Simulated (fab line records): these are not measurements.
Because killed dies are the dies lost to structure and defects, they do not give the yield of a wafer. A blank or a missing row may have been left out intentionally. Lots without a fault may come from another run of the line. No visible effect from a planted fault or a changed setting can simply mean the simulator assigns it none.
fab line records	flow sky130
record: lots: 7	wafers: 21	last-day: 50
route steps=708 shown LOCAL_INTERCONNECT@390 PAD_OPEN@708
lots with no fault: from the same line, run without faults
start-h: the number of hours between the record's first day and the start of the first shown wafer of the lot	wait-h: hours from the lot's prior step to this one	" identical to the entry in the row above	L1.1+2: a row that stands for several wafers	- no value present, or no start provided	* or withheld: withheld	< > ~ a bound
route shown NAME@n: NAME is a module with steps in the file, n the number in the route of the first one	usual: mean and standard deviation over wafers with no fault	same: alike in all rows	chamber/n: place in a boat	sites: readings site by site	_std_site: standard deviation across them	_edge_site: mean of outer sites minus mean of inner sites	radius-mm: how far each site lies from the wafer's centre	mask NAME#n: copy n	behind: tool/chamber where the wafer was last shaped	hold: cause of the lot's hold/its duration in hours/its outcome	device: names the non-switching transistor (n, p or np)	end of line: the route-end tests of the same wafers	where a step has no rows: the recipe by itself	killed: count of dies lost to structure and defects at first sort (not the wafer's yield)	map: the dies of a wafer, with x for killed, . for not killed, _ for no die there
set.NAME: the setting the step ran with; set.NAME@STEP: the setting that earlier step ran with	model.NAME: the simulator's own value behind a step, which no gauge read
a table for each step, a row for each wafer; lots at some steps of the route
services: the hour from which a tool's chamber was out of use, counted from the record's first day as start-h (under 0 if before that day), plus the number of hours and why
== steps ==
step: SKY_LOCAL_INTERCONNECT_DEHYDRATE_03
recipe: temp-c: 200	time-s: 60
step: SKY_LOCAL_INTERCONNECT_HMDS_04
recipe: prime-time-s: 60	prime-temp-c: 120
step: SKY_LOCAL_INTERCONNECT_COAT_05
recipe: resist: BARC	temp-c: withheld	time-s: withheld	spin-rpm: 3000	resist-thk-nm: 60
step: SKY_LOCAL_INTERCONNECT_COAT_06
recipe: resist: KrF-thick	spin-rpm: 3000	resist-thk-nm: 450
step: SKY_LOCAL_INTERCONNECT_SOFTBAKE_07
recipe: temp-c: 100	time-s: 88.39	resist: KrF-thick
step: SKY_LOCAL_INTERCONNECT_EXPOSE_08
recipe: mask-id: LI1M	na: 0.8	source-shape: annular	sigma-inner: 0.55	sigma-outer: 0.85	target-cd-nm: 170	dose-mj: 28
step: SKY_LOCAL_INTERCONNECT_PEB_09
recipe: peb-temp-c: withheld	peb-time-s: withheld	resist: KrF-thick
step: SKY_LOCAL_INTERCONNECT_DEVELOP_10
recipe: develop-time-s: 60	resist: KrF-thick	dev-temp-c: 21
step: SKY_LOCAL_INTERCONNECT_CD_MEAS_11
recipe: target-cd-nm: 170
usual: cd-nm: 170.0/1.7
lot.wafer	tool	chamber	start-h	wait-h	cd-nm
L229.2	cd-sem-02	-	727.40	-	173.2
L229.3	"	-	"	"	172.3
L229.4	"	-	"	"	172.3
L236.2	cd-sem-01	-	779.78	-	170.9
L236.5	"	-	"	"	170.1
L236.6	"	-	"	"	171.7
L237.1	cd-sem-02	-	787.98	-	169.2
L237.2	"	-	"	"	169.4
L237.3	"	-	"	"	170.8
L238.2	cd-sem-02	-	799.42	-	169.5
L238.4	"	-	"	"	169.8
L238.5	"	-	"	"	170.1
L247.3	cd-sem-01	-	862.29	-	166.8
L247.5	"	-	"	"	168.4
L247.6	"	-	"	"	166.9
L246.1	cd-sem-01	-	864.25	-	170.9
L246.3	"	-	"	"	170.4
L246.5	"	-	"	"	171.9
L249.2	cd-sem-02	-	879.92	-	170.7
L249.3	"	-	"	"	169.4
L249.5	"	-	"	"	170.5
step: SKY_LOCAL_INTERCONNECT_OVL_MEAS_12
usual: LOCAL_INTERCONNECT_OVL: 1/5.4
lot.wafer	tool	chamber	start-h	wait-h	LOCAL_INTERCONNECT_OVL[nm]
L229.2	overlay-02	-	727.51	0.1	11
L229.3	"	-	"	"	6
L229.4	"	-	"	"	12
L236.2	overlay-01	-	779.88	0.1	-2
L236.5	"	-	"	"	-6
L236.6	"	-	"	"	-5
L237.1	overlay-01	-	788.10	0.1	-2
L237.2	"	-	"	"	-4
L237.3	"	-	"	"	-6
L238.2	overlay-01	-	799.53	0.1	1
L238.4	"	-	"	"	1
L238.5	"	-	"	"	6
L247.3	overlay-01	-	862.38	0.1	11
L247.5	"	-	"	"	7
L247.6	"	-	"	"	16
L246.1	overlay-01	-	864.37	0.1	0
L246.3	"	-	"	"	6
L246.5	"	-	"	"	5
L249.2	overlay-02	-	880.03	0.1	4
L249.3	"	-	"	"	3
L249.5	"	-	"	"	3
step: SKY_LOCAL_INTERCONNECT_ETCH_13
recipe: chemistry: N2/H2	target: BARC	ion-energy-ev: 200	bias-w: 100	pressure-mtorr: 30	n2-flow-sccm: 100	h2-flow-sccm: 200	icp-w: 500	stop-on: SiO2	time-s: 45.9	target-depth-a: 600
usual: chamber-pressure-mTorr: 30.00/0.03	drypump-motor-current-A: 5.68/0.22	n2-flow-sccm: 100.0/0.32	oes-product-au: 0.854/0.0045	rf-fwd-power-W: 495.1/2	throttle-valve-pct: 13.225/0.0083
same: time-s: 45.9
lot.wafer	tool	chamber	start-h	wait-h	chamber-pressure-mTorr	drypump-motor-current-A	n2-flow-sccm	oes-product-au	rf-fwd-power-W	rf-hours-counter-h	throttle-valve-pct
L229.2	rie-metal-04	1	727.54	0.0	30.05	5.69	99.6	0.853	493.1	14	13.237
L229.3	"	0	"	"	29.97	5.97	100.2	0.862	492.7	-	13.227
L229.4	"	1	"	"	30.01	5.71	99.9	0.849	495.6	-	13.228
L236.2	rie-metal-04	1	779.91	0.0	29.97	5.70	100.1	0.859	495.0	15	13.228
L236.5	"	0	"	"	30.00	5.95	100.0	0.854	495.0	-	13.229
L236.6	"	1	"	"	30.00	5.69	100.1	0.854	495.3	-	13.212
L237.1	rie-metal-03	0	788.14	0.0	30.00	5.49	100.1	0.853	494.2	3	13.232
L237.2	"	1	"	"	29.99	5.73	99.8	0.854	495.1	4	13.221
L237.3	"	1	"	"	29.98	5.73	100.0	0.856	491.9	-	13.231
L238.2	rie-metal-02	1	799.56	0.0	29.99	5.68	100.3	0.858	497.6	1	13.222
L238.4	"	1	"	"	30.06	5.66	100.1	0.852	495.4	-	13.222
L238.5	"	0	"	"	30.04	5.09	100.0	0.851	495.9	-	13.240
L247.3	rie-metal-03	0	862.43	0.0	29.98	5.48	99.9	0.843	498.1	-	13.230
L247.5	"	1	"	"	30.00	5.72	100.2	0.858	490.6	-	13.222
L247.6	"	0	"	"	30.01	5.47	100.2	0.848	496.4	-	13.243
L246.1	rie-metal-03	1	864.41	0.0	29.99	5.71	100.1	0.853	496.6	6	13.224
L246.3	"	1	"	"	30.02	5.72	100.2	0.844	495.1	-	13.218
L246.5	"	1	"	"	30.04	5.72	100.2	0.863	494.7	-	13.230
L249.2	rie-metal-04	0	880.08	0.0	30.00	5.93	100.2	0.854	492.8	-	13.230
L249.3	"	0	"	"	30.04	5.95	100.6	0.855	493.8	-	13.219
L249.5	"	0	"	"	29.99	5.95	100.5	0.851	492.7	-	13.217
step: SKY_LOCAL_INTERCONNECT_METAL_ETCH_14
recipe: target-depth-nm: 110	stop-on: PSG	chemistry: Cl2/BCl3	target: TiN	resist-sidewall-deg: 88	pressure-mtorr: 10	icp-w: 900	bias-w: 48.5	Cl2_flow_sccm: 60	bcl3-flow-sccm: 30	time-s: 31.4
usual: chamber-pressure-mTorr: 9.999/0.0096	drypump-motor-current-A: 5.67/0.22	oes-product-au: 0.942/0.0074	rf-fwd-power-W: 888/4	throttle-valve-pct: 21.900/0.0099
same: time-s: 31.4
lot.wafer	tool	chamber	start-h	wait-h	chamber-pressure-mTorr	drypump-motor-current-A	oes-product-au	rf-fwd-power-W	rf-hours-counter-h	throttle-valve-pct
L229.2	rie-metal-04	1	727.60	0.0	9.987	5.69	0.935	893	14	21.908
L229.3	"	0	"	"	10.023	5.93	0.928	882	-	21.914
L229.4	"	1	"	"	10.008	5.72	0.940	893	-	21.886
L236.2	rie-metal-04	1	779.97	0.0	9.993	5.70	0.945	898	15	21.882
L236.5	"	0	"	"	9.997	5.97	0.934	889	-	21.905
L236.6	"	1	"	"	10.008	5.67	0.939	891	-	21.904
L237.1	rie-metal-03	0	788.20	0.0	10.004	5.47	0.946	894	3	21.895
L237.2	"	1	"	"	9.992	5.72	0.945	885	4	21.887
L237.3	"	1	"	"	10.016	5.71	0.943	882	-	21.900
L238.2	rie-metal-02	1	799.62	0.0	10.007	5.64	0.940	885	2	21.890
L238.4	"	1	"	"	9.996	5.68	0.930	888	-	21.897
L238.5	"	0	"	"	10.014	5.06	0.943	894	-	21.902
L247.3	rie-metal-03	0	862.49	0.0	10.014	5.46	0.939	891	-	21.909
L247.5	"	1	"	"	10.005	5.72	0.941	884	-	21.909
L247.6	"	0	"	"	9.988	5.48	0.941	891	-	21.911
L246.1	rie-metal-03	1	864.47	0.0	10.004	5.71	0.942	887	7	21.901
L246.3	"	1	"	"	9.997	5.69	0.939	885	-	21.909
L246.5	"	1	"	"	9.987	5.72	0.934	885	-	21.896
L249.2	rie-metal-04	0	880.20	0.1	10.014	5.97	0.950	886	-	21.890
L249.3	"	0	"	"	9.996	5.93	0.944	886	-	21.906
L249.5	"	0	"	"	10.001	5.93	0.956	884	-	21.913
step: SKY_LOCAL_INTERCONNECT_STRIP_15
recipe: chemistry: O2/N2	power-w: 1400	pressure-mtorr: 1500	platen-temp-c: withheld	o2-flow-sccm: 3000	n2-flow-sccm: 300	overash-fraction: 0.5
usual: chamber-pressure-mTorr: 1500.1/1.4	drypump-motor-current-A: 5.6/0.56	n2-flow-sccm: 300.0/0.8	o2-flow-sccm: 3001/9.4	oes-product-au: 0.427/0.0045	strip-time-to-endpoint-s: 4.722/0.019
lot.wafer	tool	chamber	start-h	wait-h	chamber-pressure-mTorr	drypump-motor-current-A	n2-flow-sccm	o2-flow-sccm	oes-product-au	rf-hours-counter-h	strip-time-to-endpoint-s	model.KrF-thick_of_LOCAL_INTERCONNECT_COAT_06.thk-nm
L229.2	plasma-asher-04	1	727.65	0.0	1498.8	5.5	299.7	3002	0.425	106	4.712	0
L229.3	"	0	"	"	1501.1	6.0	299.7	3013	0.434	-	4.713	0
L229.4	"	1	"	"	1499.2	5.6	299.9	3010	0.422	-	4.700	0
L236.2	plasma-asher-04	0	780.03	0.0	-	-	-	-	-	-	-	347.3
L236.5	"	0	"	"	-	-	-	-	-	-	-	346.9
L236.6	"	1	"	"	-	-	-	-	-	-	-	347.8
L237.1	plasma-asher-02	0	788.25	0.0	-	-	-	-	-	-	-	348.9
L237.2	"	1	"	"	-	-	-	-	-	-	-	350
L237.3	"	1	"	"	-	-	-	-	-	-	-	350
L238.2	plasma-asher-02	0	799.67	0.0	-	-	-	-	-	-	-	346.1
L238.4	"	1	"	"	-	-	-	-	-	-	-	349
L238.5	"	0	"	"	-	-	-	-	-	-	-	346.1
L247.3	plasma-asher-01	1	862.56	0.1	1501.7	6.3	300.1	2984	0.423	-	4.755	0
L247.5	"	1	"	"	1499.8	6.3	300.5	2982	0.430	-	4.720	0
L247.6	"	0	"	"	1500.1	6.4	300.7	2991	0.421	-	4.718	0
L246.1	plasma-asher-02	1	864.52	0.0	1498.8	4.9	298.9	3004	0.437	72	4.753	0
L246.3	"	0	"	"	1499.5	5.5	297.9	2999	0.428	-	4.747	0
L246.5	"	1	"	"	1500.9	4.9	299.3	3000	0.422	-	4.739	0
L249.2	plasma-asher-02	1	880.29	0.1	1500.0	4.9	299.1	3001	0.429	74	4.722	0
L249.3	"	0	"	"	1498.8	5.5	300.6	3006	0.430	-	4.701	0
L249.5	"	0	"	"	1499.7	5.5	300.5	3000	0.423	-	4.701	0
step: SKY_LOCAL_INTERCONNECT_STRIP_16
recipe: chemistry: post-etch-residue-remover	time-s: 1200	temp-c: 72.5
step: SKY_PAD_OPEN_PROBE_99
usual: killed_at_M0_to_M3: 44/7.8	killed_at_M4_up: 2.9/1.7	killed-at-contacts: 24/5.4	killed-at-front-end: 15/4.5	killed-at-other: 0.3/0.55	killed-dies: 87/10	killed-on-rim: 17/4.1	killed-open: 48/7.4	killed-short: 39/5.9
same: gross-dies: 492	killed-at-back-side: 0
lot.wafer	tool	chamber	start-h	wait-h	hold	killed_at_M0_to_M3	killed_at_M4_up	killed-at-contacts	killed-at-front-end	killed-at-other	killed-dies	killed-on-rim	killed-open	killed-short
L229.2	prober-01	-	1091.35	0.1	-	33	3	22	22	0	80	18	46	34
L229.3	prober-01	-	1091.40	0.2	-	30	1	16	12	0	59	18	31	28
L229.4	prober-01	-	1091.45	0.2	-	41	6	14	17	0	78	18	48	30
L236.2	prober-01	-	1129.48	0.1	await-dispo/4.3h/scrap	56	5	420	11	0	492	96	53	50
L236.5	prober-01	-	1129.63	0.2	await-dispo/4.3h/scrap	42	2	437	11	0	492	96	55	33
L236.6	prober-01	-	1129.68	0.2	await-dispo/4.3h/scrap	36	1	440	13	2	492	96	61	28
L237.1	prober-01	-	1138.55	0.1	await-dispo/2.5h/scrap	48	2	428	14	0	492	96	46	40
L237.2	prober-01	-	1138.60	0.1	await-dispo/2.5h/scrap	35	4	434	19	0	492	96	43	39
L237.3	prober-01	-	1138.65	0.2	await-dispo/2.5h/scrap	31	1	443	17	0	492	96	37	35
L238.2	prober-01	-	1141.84	0.1	await-dispo/4.3h/scrap	47	2	425	18	0	492	96	50	36
L238.4	prober-01	-	1141.94	0.2	await-dispo/4.3h/scrap	43	3	429	17	0	492	96	50	38
L238.5	prober-01	-	1141.99	0.2	await-dispo/4.3h/scrap	49	0	410	33	0	492	96	58	47
L247.3	prober-02	-	1186.22	0.2	-	39	1	24	19	0	83	19	40	43
L247.5	prober-02	-	1186.32	0.2	-	42	4	22	21	1	90	19	56	34
L247.6	prober-02	-	1186.37	0.2	-	42	3	24	23	0	92	17	52	40
L246.1	prober-01	-	1186.92	0.1	-	44	1	35	17	0	97	13	51	46
L246.3	prober-01	-	1187.02	0.2	-	44	2	29	7	0	82	16	46	36
L246.5	prober-01	-	1187.12	0.2	-	32	2	30	9	0	73	14	36	37
L249.2	prober-01	-	1195.91	0.1	-	42	5	17	13	0	77	16	45	32
L249.3	prober-01	-	1195.96	0.2	-	58	4	19	13	1	95	17	53	42
L249.5	prober-01	-	1196.06	0.2	-	51	6	24	19	0	100	22	59	41
killed by level:class
L229.2 CONTACT:geometric-particle:open=11 LI_CONTACT:geometric-particle:open=7 METAL1:geometric-particle:short=6 VIA2:geometric-particle:open=6 FIELD_ISO:geometric-particle:short=5 FIELD_ISO:geometric-particle:open=4 POLY_GATE:geometric-particle:short=4 POLY_GATE:geometric-particle:open=4
L229.3 CONTACT:geometric-particle:open=7 VIA1:geometric-particle:short=7 VIA3:geometric-particle:open=6 LI_CONTACT:geometric-particle:open=5 VIA1:geometric-particle:open=5 POLY_GATE:geometric-particle:short=4 POLY_GATE:geometric-particle:open=4 LOCAL_INTERCONNECT:geometric-particle:short=3
L229.4 VIA2:geometric-particle:open=9 VIA1:geometric-particle:open=8 VIA3:geometric-particle:open=8 CONTACT:geometric-particle:open=7 FIELD_ISO:geometric-particle:open=5 POLY_GATE:geometric-particle:short=5 METAL4:geometric-particle:short=4 POLY_GATE:geometric-particle:open=3
L236.2 CONTACT:area-cvd=389 VIA2:geometric-particle:open=16 VIA1:geometric-particle:open=8 CONTACT:geometric-particle:open=8 METAL2:geometric-particle:short=8 LI_CONTACT:geometric-particle:open=7 LI_CONTACT:geometric-particle:short=7 VIA3:geometric-particle:short=6
L236.5 CONTACT:area-cvd=404 LI_CONTACT:geometric-particle:open=11 CONTACT:geometric-particle:open=11 VIA1:geometric-particle:open=11 FIELD_ISO:geometric-particle:open=7 VIA2:geometric-particle:open=6 LOCAL_INTERCONNECT:geometric-particle:short=5 CONTACT:geometric-particle:short=4
L236.6 CONTACT:area-cvd=403 LI_CONTACT:geometric-particle:open=19 CONTACT:geometric-particle:open=11 VIA1:geometric-particle:open=11 VIA3:geometric-particle:open=8 FIELD_ISO:geometric-particle:short=5 METAL1:geometric-particle:short=5 CONTACT:geometric-particle:short=3
L237.1 CONTACT:area-cvd=406 VIA1:geometric-particle:open=11 VIA3:geometric-particle:open=11 CONTACT:geometric-particle:open=9 VIA1:geometric-particle:short=7 CONTACT:geometric-particle:short=6 POLY_GATE:geometric-particle:short=5 VIA3:geometric-particle:short=5
L237.2 CONTACT:area-cvd=410 CONTACT:geometric-particle:open=12 VIA3:geometric-particle:open=9 FIELD_ISO:geometric-particle:short=7 FIELD_ISO:geometric-particle:open=6 VIA1:geometric-particle:open=6 METAL1:geometric-particle:short=6 CONTACT:geometric-particle:short=4
L237.3 CONTACT:area-cvd=420 CONTACT:geometric-particle:open=11 FIELD_ISO:geometric-particle:short=7 LI_CONTACT:geometric-particle:open=7 VIA1:geometric-particle:open=7 METAL2:geometric-particle:short=5 POLY_CUT:geometric-particle:short=4 METAL1:geometric-particle:short=4
L238.2 CONTACT:area-cvd=406 VIA1:geometric-particle:open=12 CONTACT:geometric-particle:open=8 VIA3:geometric-particle:open=8 FIELD_ISO:geometric-particle:open=7 METAL1:geometric-particle:short=7 METAL2:geometric-particle:short=6 LOCAL_INTERCONNECT:geometric-particle:short=6
L238.4 CONTACT:area-cvd=404 CONTACT:geometric-particle:open=10 METAL2:geometric-particle:short=8 VIA2:geometric-particle:open=8 FIELD_ISO:geometric-particle:open=6 VIA3:geometric-particle:open=6 POLY_GATE:geometric-particle:open=5 LI_CONTACT:geometric-particle:open=5
L238.5 CONTACT:area-cvd=387 CONTACT:geometric-particle:open=14 VIA1:geometric-particle:open=14 FIELD_ISO:geometric-particle:open=10 FIELD_ISO:geometric-particle:short=9 METAL2:geometric-particle:short=8 VIA2:geometric-particle:open=5 METAL3:geometric-particle:short=5
L247.3 LI_CONTACT:geometric-particle:open=8 VIA1:geometric-particle:open=7 METAL2:geometric-particle:short=7 LOCAL_INTERCONNECT:geometric-particle:short=6 CONTACT:geometric-particle:open=5 METAL1:geometric-particle:short=5 VIA2:geometric-particle:open=5 METAL3:geometric-particle:short=4
L247.5 VIA1:geometric-particle:open=11 LI_CONTACT:geometric-particle:open=10 CONTACT:geometric-particle:open=9 VIA2:geometric-particle:open=9 VIA3:geometric-particle:open=6 FIELD_ISO:geometric-particle:short=5 POLY_GATE:geometric-particle:short=4 METAL1:geometric-particle:short=4
L247.6 VIA1:geometric-particle:open=11 LI_CONTACT:geometric-particle:open=8 CONTACT:geometric-particle:open=7 METAL2:geometric-particle:short=7 POLY_GATE:geometric-particle:short=6 CONTACT:geometric-particle:short=5 VIA1:geometric-particle:short=5 METAL3:geometric-particle:short=5
L246.1 CONTACT:geometric-particle:open=15 LI_CONTACT:geometric-particle:open=9 VIA1:geometric-particle:short=9 VIA1:geometric-particle:open=8 CONTACT:geometric-particle:short=7 VIA3:geometric-particle:open=7 FIELD_ISO:geometric-particle:short=5 METAL2:geometric-particle:short=5
L246.3 LI_CONTACT:geometric-particle:open=12 METAL2:geometric-particle:short=9 CONTACT:geometric-particle:open=9 VIA1:geometric-particle:open=8 VIA1:geometric-particle:short=6 METAL1:geometric-particle:short=5 LI_CONTACT:geometric-particle:short=4 METAL1:geometric-particle:open=4
L246.5 CONTACT:geometric-particle:short=9 VIA1:geometric-particle:open=9 LI_CONTACT:geometric-particle:open=7 CONTACT:geometric-particle:open=6 METAL2:geometric-particle:short=6 LOCAL_INTERCONNECT:geometric-particle:short=5 VIA3:geometric-particle:open=4 FIELD_ISO:geometric-particle:short=3
L249.2 VIA2:geometric-particle:open=9 VIA3:geometric-particle:open=9 LI_CONTACT:geometric-particle:open=6 VIA1:geometric-particle:open=5 CONTACT:geometric-particle:open=5 METAL2:geometric-particle:short=5 FIELD_ISO:geometric-particle:short=4 METAL4:geometric-particle:short=4
L249.3 VIA1:geometric-particle:open=10 CONTACT:geometric-particle:open=8 VIA2:geometric-particle:open=8 METAL1:geometric-particle:short=7 FIELD_ISO:geometric-particle:open=6 VIA3:geometric-particle:open=6 VIA2:geometric-particle:short=6 LI_CONTACT:geometric-particle:open=4
L249.5 VIA2:geometric-particle:open=12 VIA3:geometric-particle:open=11 LI_CONTACT:geometric-particle:open=8 CONTACT:geometric-particle:open=8 VIA1:geometric-particle:open=7 FIELD_ISO:geometric-particle:open=5 POLY_GATE:geometric-particle:short=5 FIELD_ISO:geometric-particle:short=5
map L236.2 (x killed, . not)
__________xxxxxxxxxx_________
________xxxxxxxxxxxxxx_______
______xxxxxxxxxxxxxxxxxx_____
_____xxxxxxxxxxxxxxxxxxxx____
____xxxxxxxxxxxxxxxxxxxxxx___
___xxxxxxxxxxxxxxxxxxxxxxxx__
__xxxxxxxxxxxxxxxxxxxxxxxxxx_
_xxxxxxxxxxxxxxxxxxxxxxxxxxxx
_xxxxxxxxxxxxxxxxxxxxxxxxxxxx
_xxxxxxxxxxxxxxxxxxxxxxxxxxxx
_xxxxxxxxxxxxxxxxxxxxxxxxxxxx
_xxxxxxxxxxxxxxxxxxxxxxxxxxxx
_xxxxxxxxxxxxxxxxxxxxxxxxxxxx
_xxxxxxxxxxxxxxxxxxxxxxxxxxxx
_xxxxxxxxxxxxxxxxxxxxxxxxxxxx
__xxxxxxxxxxxxxxxxxxxxxxxxxx_
___xxxxxxxxxxxxxxxxxxxxxxxx__
____xxxxxxxxxxxxxxxxxxxxxx___
_____xxxxxxxxxxxxxxxxxxxx____
______xxxxxxxxxxxxxxxxxx_____
________xxxxxxxxxxxxxx_______
__________xxxxxxxxxx_________
map L237.1 (x killed, . not)
__________xxxxxxxxxx_________
________xxxxxxxxxxxxxx_______
______xxxxxxxxxxxxxxxxxx_____
_____xxxxxxxxxxxxxxxxxxxx____
____xxxxxxxxxxxxxxxxxxxxxx___
___xxxxxxxxxxxxxxxxxxxxxxxx__
__xxxxxxxxxxxxxxxxxxxxxxxxxx_
_xxxxxxxxxxxxxxxxxxxxxxxxxxxx
_xxxxxxxxxxxxxxxxxxxxxxxxxxxx
_xxxxxxxxxxxxxxxxxxxxxxxxxxxx
_xxxxxxxxxxxxxxxxxxxxxxxxxxxx
_xxxxxxxxxxxxxxxxxxxxxxxxxxxx
_xxxxxxxxxxxxxxxxxxxxxxxxxxxx
_xxxxxxxxxxxxxxxxxxxxxxxxxxxx
_xxxxxxxxxxxxxxxxxxxxxxxxxxxx
__xxxxxxxxxxxxxxxxxxxxxxxxxx_
___xxxxxxxxxxxxxxxxxxxxxxxx__
____xxxxxxxxxxxxxxxxxxxxxx___
_____xxxxxxxxxxxxxxxxxxxx____
______xxxxxxxxxxxxxxxxxx_____
________xxxxxxxxxxxxxx_______
__________xxxxxxxxxx_________
== services ==
tool	chamber	start-h	hours	kind
plasma-asher-04	-	733.20	3.1	repair
plasma-asher-04	-	736.28	9.0	pm
plasma-asher-04	0	736.28	9.0	vent-cycle
plasma-asher-04	1	736.28	9.0	vent-cycle
rie-metal-02	1	738.40	-	clean
rie-metal-02	1	738.40	16.8	scheduled-down
rie-metal-02	1	738.40	16.8	vent-cycle
plasma-asher-04	0	745.28	-	clean
plasma-asher-04	1	745.28	-	clean
plasma-asher-04	-	756.41	2.4	repair
plasma-asher-02	-	784.06	0.3	repair
rie-metal-03	-	811.92	14.6	pm
rie-metal-04	-	821.03	1.1	repair
plasma-asher-02	-	830.58	1.3	repair
plasma-asher-01	-	854.75	1.1	repair
plasma-asher-04	-	869.57	28.1	pm
rie-metal-04	1	871.87	-	clean
rie-metal-04	1	871.87	15.8	scheduled-down
rie-metal-04	1	871.87	15.8	vent-cycle
== key ==
first-sign: step: SKY_LOCAL_INTERCONNECT_STRIP_15	reading: tool-record	direction: missing
effect: step: SKY_PAD_OPEN_PROBE_99	reading: killed-at-contacts	direction: up	sigmas: 75	usual: 24	struck: 430
model-effect: step: SKY_LOCAL_INTERCONNECT_STRIP_15	value: KrF-thick_of_LOCAL_INTERCONNECT_COAT_06.thk-nm	without: 0	struck: 348
more-kills-born-at: SKY_CONTACT_CVD_00@pecvd-01: 2393	SKY_CONTACT_CVD_00@pecvd-03: 1236
met-at SKY_LOCAL_INTERCONNECT_STRIP_15
struck-wafers L236.2,L236.5,L236.6,L237.1,L237.2,L237.3,L238.2,L238.4,L238.5
later-rows-left-out L236.2,L236.5,L236.6,L237.1,L237.2,L237.3,L238.2,L238.4,L238.5
tester-left-out L236,L237,L238
onset-between 727.65 780.03
fault: kind: skipped-step-whole	tool: plasma-asher-02,plasma-asher-04	chamber: -	onset-h: 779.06	steps: SKY_LOCAL_INTERCONNECT_STRIP_15	scope: struck-lots-only
tester-left-out: of these lots the tester's yield and bins aren't shown, on N5 and GAA mostly nor the transistor test; their killed dies are dies lost to structure and defects alone, not to doping, threshold or leakage, so they don't give the yield
later-rows-left-out: the simulator's readings of these wafers behind a module that went badly wrong aren't trusted and aren't shown, but for the sort
